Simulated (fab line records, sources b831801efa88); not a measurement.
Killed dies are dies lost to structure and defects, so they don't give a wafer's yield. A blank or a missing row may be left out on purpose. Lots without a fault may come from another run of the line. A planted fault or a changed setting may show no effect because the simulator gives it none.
Which tool did it? | flow gf180mcu | 15 lots, 42 wafers sampled, at 2 steps of a route of 602

WHAT THE GAUGES READ, wafer by wafer
GF_VT_IMPLANT_TW_MEAS_43. Usual: VT_IMPLANT_4_TW 693, standard deviation 3.5.
lot  | measured     | on            | VT_IMPLANT_4_TW | flag
L979 | day 7 11:47  | film_metro-02 | 691 693 695     |
L980 | day 7 18:34  | film_metro-02 | 694 694 694     |
L981 | day 8 01:41  | film_metro-02 | 687 692 694     |
L982 | day 8 09:30  | film_metro-04 | 691 693 691     |
L983 | day 8 17:43  | film_metro-01 | 691 693 689     |
L989 | day 10 11:10 | film_metro-02 | 693 694         |
L990 | day 10 14:47 | film_metro-01 | 696 697         |
L991 | day 10 22:49 | film_metro-01 | 695 695         |
L992 | day 11 04:52 | film_metro-01 | 698 695 698     |
L993 | day 11 10:35 | film_metro-02 | 694 688 693     |
L994 | day 11 18:47 | film_metro-01 | 697 694 694     |
L995 | day 12 02:11 | film_metro-02 | 688 685 687     |
L100 | day 13 11:44 | film_metro-02 | 690 691 687     |
L101 | day 13 19:20 | film_metro-01 | 690 696 693     |
L102 | day 13 22:25 | film_metro-04 | 689 684 689     |

GF_HV_LDD_THK_MEAS_55. Usual: HV_LDD_CVD_54_THK 10.00 nm, standard deviation 0.16.
lot  | measured     | on            | HV_LDD_CVD_54_THK (nm) | flag
L979 | day 12 09:41 | film_metro-01 | 9.99 9.94 9.91         |
L980 | day 12 16:02 | film_metro-04 | 9.82 9.81 9.90         |
L981 | day 13 01:46 | film_metro-04 | 9.88 9.84 9.98         |
L982 | day 13 10:47 | film_metro-01 | 10.01 10.15 10.06      |
L983 | day 13 18:28 | film_metro-01 | 10.10 10.14 10.06      |
L989 | day 15 21:47 | film_metro-04 | 9.97 9.98              |
L990 | day 16 02:17 | film_metro-03 | 9.99 10.18             |
L991 | day 16 17:29 | film_metro-04 | 10.10 10.17            |
L992 | day 16 22:15 | film_metro-03 | 9.86 9.89 9.95         |
L993 | day 17 05:35 | film_metro-03 | 9.95 9.86 9.93         |
L994 | day 17 12:33 | film_metro-03 | 10.01 10.14 10.11      |
L995 | day 17 21:49 | film_metro-03 | 9.84 9.96 9.89         |
L100 | day 19 13:56 | film_metro-01 | 9.91 10.01 9.96        |
L101 | day 19 19:51 | film_metro-01 | 9.81 9.88 9.98         |
L102 | day 20 02:37 | film_metro-01 | 10.28 10.24 10.13      |

WHICH TOOL RAN EACH LOT (tool, then ch and the chambers of the sampled wafers, then the start)
The record holds no process step before these readings.

WHAT THE TOOLS THEMSELVES READ (means of the sampled wafers that have a number; where no wafer has one, the mark that the record gives instead)
The record holds no such reading with a usual standard deviation.

THE ANSWER, worked out from the rows above alone
Rule: a lot is off if the mean of its wafers that have a number lies more than 3 standard deviations from the usual mean. A lot without any number at a reading at which 4 lots or more have one is off too. The other lots that the step has rows for count as sound. The gauges are gone through in route order, then the tools' own readings, and for those a lot's mean is taken as printed above. The first step at which some lot is off is used, and at that step the reading that is off furthest; a lot without a number counts as furthest.
No lot is off at any reading shown: from this, nothing can be told.

WHAT THE SIMULATOR HAD PUT IN
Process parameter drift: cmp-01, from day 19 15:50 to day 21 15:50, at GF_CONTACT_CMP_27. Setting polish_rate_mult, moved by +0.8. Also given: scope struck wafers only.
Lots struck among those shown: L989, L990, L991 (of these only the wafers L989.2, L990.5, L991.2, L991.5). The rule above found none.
